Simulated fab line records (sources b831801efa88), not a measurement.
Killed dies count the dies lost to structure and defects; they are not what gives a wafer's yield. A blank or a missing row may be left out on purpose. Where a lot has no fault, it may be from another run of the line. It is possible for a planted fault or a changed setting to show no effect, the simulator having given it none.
A struck lot beside a sound one + flow sky130 + 17 out of 708 route steps
Sound: the wafers L391.3, L391.4, L391.6. Wafers L386.2, L386.5, L386.6 were the ones struck. The cause is named last.
At each step with rows: each side's tool, then ch and its chambers, then its first start. Under that, the readings that differ: sound wafers + struck wafers + difference of the means + sigmas: that difference in standard deviations of wafers without a fault.
alike: words and numbers the same on both sides, and readings whose means are apart by under 2 such deviations; not compared: readings that were withheld, readings missing a value for some wafer, numbers with overlapping values and no deviation given by the record, and bounds like >300 which may hide the same value.
A row with sigmas, a row that says differs or no value, or rows on one side alone: a step with any of these is where the two part. Numbers that don't overlap but have no deviation are shown without sigmas and don't part them. A reading that every wafer of one side lacks parts them only if that side has two wafers or more.

SKY_FIELD_ISO_ETCH_15: etches the open film in CHF3/O2, stops on Si, target depth 180 nm, time 72 s.
  sound on rie-diel-01 ch 0,1, day 6 16:37; struck on rie-diel-02 ch 0,2,3, day 5 14:18
  alike: chamber-pressure-mTorr, drypump-motor-current-A, oes-product-au, throttle-valve-pct
  not compared: rf-hours-counter-h
SKY_FIELD_ISO_STRIP_16: strips in O2/N2.
  sound on plasma-asher-04 ch 0,1, day 6 16:42; struck on plasma-asher-04 ch 0,1, day 5 14:22
  alike: chamber-pressure-mTorr, drypump-motor-current-A, oes-product-au, strip-time-to-endpoint-s
  not compared: rf-hours-counter-h
SKY_FIELD_ISO_ETCH_17: etches Si in HBr/Cl2/O2, target depth 342 nm, time 97.7 s.
  sound on rie-si-01 ch 0,1,2, day 6 16:46; struck on rie-si-01 ch 2,3, day 5 14:28
  alike: HBr_flow_sccm, chamber-pressure-mTorr, drypump-motor-current-A, oes-product-au, throttle-valve-pct
  not compared: rf-hours-counter-h
then, 5 steps without rows for these wafers: SKY_FIELD_ISO_WET_ETCH_18 (etches Si3N4 in H3PO4, target depth 25 nm, time 286 s); SKY_FIELD_ISO_CLEAN_19 (cleans in SC1/SC2, time 150 s); SKY_FIELD_ISO_CLEAN_20 (cleans in dHF, time 20 s); SKY_FIELD_ISO_WET_ETCH_21 (etches SiO2 in dHF, target depth 20 nm, time 400 s); SKY_FIELD_ISO_OXIDATION_22 (stabilise 600 s, purge 300 s, target thk 10 nm).
SKY_FIELD_ISO_THK_MEAS_23:
  sound: film-metro-03 at day 6 20:13; struck: film-metro-01 at day 5 21:56
  alike: FIELD_ISO_OXIDATION_01_THK
then, 1 step without rows for these wafers: SKY_FIELD_ISO_CVD_24 (deposits SiO2, target thk 595 nm, time 99.2 s).
SKY_FIELD_ISO_THK_MEAS_25:
  sound: film-metro-02 at day 6 20:21; struck: film-metro-01 at day 5 22:04
  alike: FIELD_ISO_CVD_24_THK
then, 1 step without rows for these wafers: SKY_FIELD_ISO_ANNEAL_26 (time 1800 s).
SKY_FIELD_ISO_CMP_27: polishes, stops on Si3N4, t overpolish 16 s, target thk 457.8 nm.
  sound on cmp-01 ch 0,2,3, day 6 23:19; struck on cmp-01 ch 0,2,3, day 6 03:55
  no value came back on the struck wafers for any of 5 readings (edge-zone-pressure-frac, head-pressure-psi (psi) and others); on the sound wafers edge-zone-pressure-frac reads 1.011 1.003 1.002
| reading                                    | sound             | struck            | difference | sigmas |
|--------------------------------------------|-------------------|-------------------|------------|--------|
| model.SiO2_of_FIELD_ISO_CVD_24.thk-nm (nm) | 456.2 457.1 456.3 | 607.1 610.2 601.5 | +149.7     |        |
then, 2 steps without rows for these wafers: SKY_FIELD_ISO_WET_ETCH_28 (etches SiO2 in dHF, target depth 23.7 nm, time 47 s); SKY_FIELD_ISO_WET_ETCH_29 (etches Si3N4 in H3PO4, target depth 160 nm, time 1825 s).
SKY_FIELD_ISO_WET_ETCH_30: etches SiO2 in dHF, target depth 25 nm, time 50 s.
  sound on wet-bench-04 ch 2, day 7 00:04; struck on wet-bench-03 ch 3, day 6 04:37
| reading                                    | sound           | struck            | difference | sigmas |
|--------------------------------------------|-----------------|-------------------|------------|--------|
| model.SiO2_of_FIELD_ISO_CVD_24.thk-nm (nm) | 402.9 403.8 403 | 554.2 557.5 548.8 | +150.3     |        |
-- a jump in the record: the struck wafers' starts before and after are 43 days apart (it breaks off in module FIELD_ISO and resumes in module PAD_OPEN, where the first step shown is number 708 of the route) --
SKY_PAD_OPEN_PROBE_99:
  only the struck wafers here have rows in the record (prober-01, day 49 16:27); the sound ones have none

== WHERE THEY PART ==
First at SKY_FIELD_ISO_CMP_27; last, within this record, at SKY_PAD_OPEN_PROBE_99.

WHY: whatever the simulator had introduced
Entire step skipped (cmp-01, SKY_FIELD_ISO_CMP_27), from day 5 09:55 onward. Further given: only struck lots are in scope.
